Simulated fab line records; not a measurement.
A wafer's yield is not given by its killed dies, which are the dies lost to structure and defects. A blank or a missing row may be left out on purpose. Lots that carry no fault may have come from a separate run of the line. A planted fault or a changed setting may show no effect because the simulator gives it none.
fab line records | flow gf180mcu | part 2 of 2: steps 26 to 34 of 34
[record] lots = 5 wafers = 15 last-day = 34
route steps=602 shown POLY_GATE@171 HV_LDD@176
lots that met no fault: taken from a fault-free run of the same line
start-h: the number of hours between the record's first day and the start of the first shown wafer of the lot | wait-h: hours elapsed since this lot's preceding step | " same as the row above | L1.1+2: one row covering several wafers at once | - no value, or no start given | * or withheld: withheld | < > ~ a bound
route shown NAME@n: names a module that has steps shown in the file, with the first one's number in the route | usual: mean and standard deviation over wafers with no fault | same: alike in all rows | chamber/n: place in a boat | sites: the reading at each site | _std_site: standard deviation of those values | _edge_site: inner sites' mean taken away from outer sites' mean | radius-mm: for every site, how far away it sits from the centre of the wafer | mask NAME#n: copy n | behind: the tool/chamber that last shaped the wafer | hold: why the lot went on hold/how many hours it stayed there/how the hold came to an end | device: transistor that didn't switch, given as n, p or np | end of line: the tests these same wafers got at the end of their route | where a step has no rows: the recipe by itself | killed: count of dies lost to structure and defects at first sort (not the wafer's yield) | map: the dies of a wafer, with x for killed, . for not killed, _ for no die there
set.NAME: the setting that was run; set.NAME@STEP: the one run at that earlier step | model.NAME: the simulator's own value behind a step, which no gauge read
a table for each step, a row for each wafer; lots at some steps of the route
services: a tool's chamber out of use, with start hour (start-h, from the record's first day; less than 0 if before it), hours out, and reason
[[steps]]
[step GF_HV_LDD_OVL_MEAS_20]
[usual] HV_LDD_01_OVL = 0.3/1.1
// columns lot.wafer tool chamber start-h wait-h HV_LDD_01_OVL[nm]
L082.2 overlay-01 - 298.43 0.1 1.2
L082.3 " - " " 2.1
L082.6 " - " " 2.6
L086.3 overlay-02 - 324.02 0.1 -0.5
L086.5 " - " " 0.3
L086.6 " - " " 0.6
L091.3 overlay-01 - 364.29 0.1 1.3
L091.5 " - " " 1.7
L091.6 " - " " 1.3
L093.1 overlay-01 - 384.01 0.1 -0.8
L093.2 " - " " -1.2
L093.5 " - " " -0.5
L096.3 overlay-01 - 404.62 0.1 0.8
L096.4 " - " " -1.3
L096.6 " - " " 1.0
[step GF_HV_LDD_IMPLANT_21]
[recipe] species = BF2 energy-kev = 25 dose-cm2 = 5e+13 tilt-deg = 7
[usual] tilt-deg = 7.002/0.02
[same] implant-ion-amu = 49
// columns lot.wafer tool chamber start-h wait-h tilt-deg
L082.2 implanter-04 0 298.49 0.0 7.005
L082.3 " 0 " " 7.005
L082.6 " 0 " " 7.012
L086.3 implanter-04 0 324.09 0.1 6.992
L086.5 " 0 " " 6.995
L086.6 " 0 " " 7.012
L091.3 implanter-01 0 364.36 0.1 7.013
L091.5 " 0 " " 6.995
L091.6 " 0 " " 7.004
L093.1 implanter-02 0 384.04 0.0 6.978
L093.2 " 0 " " 6.988
L093.5 " 0 " " 6.994
L096.3 implanter-02 0 404.69 0.1 7.031
L096.4 " 0 " " 6.977
L096.6 " 0 " " 7.011
[step GF_HV_LDD_STRIP_22]
[recipe] chemistry = O2/N2 power-w = 1400 pressure-mtorr = 1500 platen-temp-c = 250 o2-flow-sccm = 3000 n2-flow-sccm = 300 overash-fraction = 0.5
[usual] drypump-motor-current-A = 5.6/0.54 heater-power-w = 330/9.9 oes-product-au = 0.716/0.0046 strip-time-to-endpoint-s = 12.62/0.031
// columns lot.wafer tool chamber start-h wait-h drypump-motor-current-A heater-power-w oes-product-au rf-hours-counter-h strip-time-to-endpoint-s
L082.2 plasma-asher-03 0 298.61 0.1 5.5 335 0.719 50 12.59
L082.3 " 1 " " 6.6 341 0.714 - 12.57
L082.6 " 1 " " 6.6 335 0.723 - 12.58
L086.3 plasma-asher-01 1 324.23 0.1 5.3 343 0.718 - 12.66
L086.5 " 1 " " 5.4 352 0.721 - 12.60
L086.6 " 0 " " 5.3 313 0.713 - 12.59
L091.3 plasma-asher-04 1 364.49 0.1 4.9 319 0.719 - 12.62
L091.5 " 0 " " 5.7 329 0.712 - 12.56
L091.6 " 1 " " 4.9 322 0.716 - 12.64
L093.1 plasma-asher-03 0 384.19 0.1 5.5 333 0.713 58 12.65
L093.2 " 1 " " 6.5 336 0.719 58 12.67
L093.5 " 1 " " 6.6 336 0.712 - 12.69
L096.3 plasma-asher-01 1 404.83 0.1 5.3 339 0.717 - 12.58
L096.4 " 0 " " 5.3 323 0.711 - 12.59
L096.6 " 0 " " 5.3 317 0.716 - 12.63
[step GF_HV_LDD_TW_MEAS_23]
[usual] HV_LDD_2_TW = 1050/8.7
// columns lot.wafer tool chamber start-h wait-h HV_LDD_2_TW
L082.2 film-metro-04 - 298.72 0.1 1037
L082.3 " - " " 1034
L082.6 " - " " 1035
L086.3 film-metro-02 - 324.31 0.1 1063
L086.5 " - " " 1051
L086.6 " - " " 1052
L091.3 film-metro-02 - 364.58 0.1 1062
L091.5 " - " " 1067
L091.6 " - " " 1059
L093.1 film-metro-04 - 384.29 0.1 1045
L093.2 " - " " 1047
L093.5 " - " " 1041
L096.3 film-metro-03 - 404.91 0.1 1043
L096.4 " - " " 1045
L096.6 " - " " 1046
[step GF_HV_LDD_DEHYDRATE_24]
[recipe] temp-c = 200 time-s = 60
[usual] chill-plate-temp-C = 23.02/0.093 plate-temp-C = 199.98/0.14
[same] time-s = 60
// columns lot.wafer tool chamber start-h wait-h chill-plate-temp-C plate-temp-C
L082.2 litho-track-03 0 308.61 9.9 23.15 199.99
L082.3 " 0 " " 23.02 199.89
L082.6 " 0 " " 23.21 199.97
L086.3 litho-track-03 0 334.34 10.0 23.06 199.97
L086.5 " 0 " " 22.96 199.82
L086.6 " 0 " " 23.19 199.89
L091.3 litho-track-01 0 374.90 10.3 22.97 200.25
L091.5 " 0 " " 22.96 199.97
L091.6 " 0 " " 23.06 200.04
L093.1 litho-track-01 0 394.40 10.1 22.93 200.14
L093.2 " 0 " " 22.93 199.81
L093.5 " 0 " " 22.90 200.12
L096.3 litho-track-02 0 416.28 11.4 22.89 199.92
L096.4 " 0 " " 22.87 199.96
L096.6 " 0 " " 22.92 199.91
[step GF_HV_LDD_HMDS_25]
[recipe] prime-time-s = 60 prime-temp-c = 120
[usual] chill-plate-temp-C = 23.00/0.11
// columns lot.wafer tool chamber start-h wait-h chill-plate-temp-C
L082.2 litho-track-03 0 308.76 0.1 23.06
L082.3 " 0 " " 22.99
L082.6 " 0 " " 22.86
L086.3 litho-track-03 0 334.49 0.1 22.92
L086.5 " 0 " " 23.07
L086.6 " 0 " " 23.14
L091.3 litho-track-01 0 375.05 0.1 23.11
L091.5 " 0 " " 23.06
L091.6 " 0 " " 23.14
L093.1 litho-track-01 0 394.55 0.1 22.97
L093.2 " 0 " " 23.03
L093.5 " 0 " " 22.90
L096.3 litho-track-02 0 416.43 0.1 23.11
L096.4 " 0 " " 23.05
L096.6 " 0 " " 22.95
[step GF_HV_LDD_COAT_26]
[recipe] resist = NOVOLAK spin-rpm = 3000 resist-thk-nm = 1000
[usual] chill-plate-temp-C = 22.99/0.1 spin-speed-rpm = 3000.2/2
// columns lot.wafer tool chamber start-h wait-h chill-plate-temp-C spin-speed-rpm
L082.2 litho-track-03 0 308.91 0.1 23.00 2998.5
L082.3 " 0 " " 22.98 3000.9
L082.6 " 0 " " 23.02 2998.7
L086.3 litho-track-03 0 334.64 0.1 23.21 3001.6
L086.5 " 0 " " 23.01 3003.6
L086.6 " 0 " " 23.12 3001.0
L091.3 litho-track-01 0 375.20 0.1 22.84 2999.4
L091.5 " 0 " " 23.05 3003.2
L091.6 " 0 " " 23.00 3000.0
L093.1 litho-track-01 0 394.70 0.1 22.99 2998.8
L093.2 " 0 " " 22.96 3005.2
L093.5 " 0 " " 22.84 3001.5
L096.3 litho-track-02 0 416.58 0.1 22.88 2999.8
L096.4 " 0 " " 22.94 2998.4
L096.6 " 0 " " 22.91 2997.8
[step GF_HV_LDD_SOFTBAKE_27]
[recipe] temp-c = 90 time-s = 60 resist = NOVOLAK
[usual] chill-plate-temp-C = 23.01/0.1 plate-temp-C = 90.01/0.14
[same] time-s = 60
// columns lot.wafer tool chamber start-h wait-h chill-plate-temp-C plate-temp-C
L082.2 litho-track-03 0 309.06 0.1 23.06 89.96
L082.3 " 0 " " 23.14 89.96
L082.6 " 0 " " 23.06 89.92
L086.3 litho-track-03 0 334.79 0.1 22.94 89.87
L086.5 " 0 " " 23.01 90.26
L086.6 " 0 " " 23.10 89.86
L091.3 litho-track-01 0 375.35 0.1 23.09 89.97
L091.5 " 0 " " 22.92 89.88
L091.6 " 0 " " 23.07 89.77
L093.1 litho-track-01 0 394.85 0.1 23.14 90.01
L093.2 " 0 " " 23.08 90.13
L093.5 " 0 " " 22.99 90.00
L096.3 litho-track-02 0 416.73 0.1 22.96 90.06
L096.4 " 0 " " 22.97 89.98
L096.6 " 0 " " 23.06 89.80
[step GF_HV_LDD_EXPOSE_28]
[recipe] mask-id = Nplus_HV_AREA target-cd-nm = 400 na = 0.6 source-shape = conventional sigma-outer = 0.6 dose-mj = 140
// columns lot.wafer tool chamber start-h wait-h mask
L082.2+3+6 iline-stepper-01 0 - - Nplus_HV_AREA#0
L086.3+5+6 iline-stepper-01 0 - - Nplus_HV_AREA#0
L091.3+5+6 iline-stepper-01 0 - - Nplus_HV_AREA#0
L093.1+2+5 iline-stepper-02 0 - - Nplus_HV_AREA#0
L096.3+4+6 iline-stepper-02 0 - - Nplus_HV_AREA#0
[[services]]
// columns tool chamber start-h hours kind
implanter-04 - 243.31 2.8 repair
iline-stepper-02 - 255.09 1.7 pm
plasma-asher-03 - 258.30 0.7 repair
implanter-04 - 259.90 0.8 repair
plasma-asher-03 - 268.33 0.9 repair
furnace-01 - 268.38 3.7 pm
implanter-02 - 275.19 8.1 pm
wet-bench-02 - 290.58 2.8 repair
plasma-asher-04 - 292.04 0.5 repair
plasma-asher-02 - 292.13 2.8 pm
wet-bench-03 - 296.11 4.5 repair
furnace-02 - 305.32 3.4 pm
plasma-asher-02 - 339.05 0.3 repair
implanter-02 - 340.02 2.9 repair
furnace-02 - 341.51 3.8 pm
implanter-02 - 363.62 2.5 pm
implanter-01 - 367.31 1.5 repair
implanter-04 - 388.66 3.0 pm
iline-stepper-01 - 399.62 1.4 repair
plasma-asher-01 - 406.31 2.1 repair
plasma-asher-02 - 406.93 7.6 repair
plasma-asher-01 - 408.92 2.0 repair
iline-stepper-01 - 411.72 1.7 pm
implanter-02 - 416.25 1.4 repair
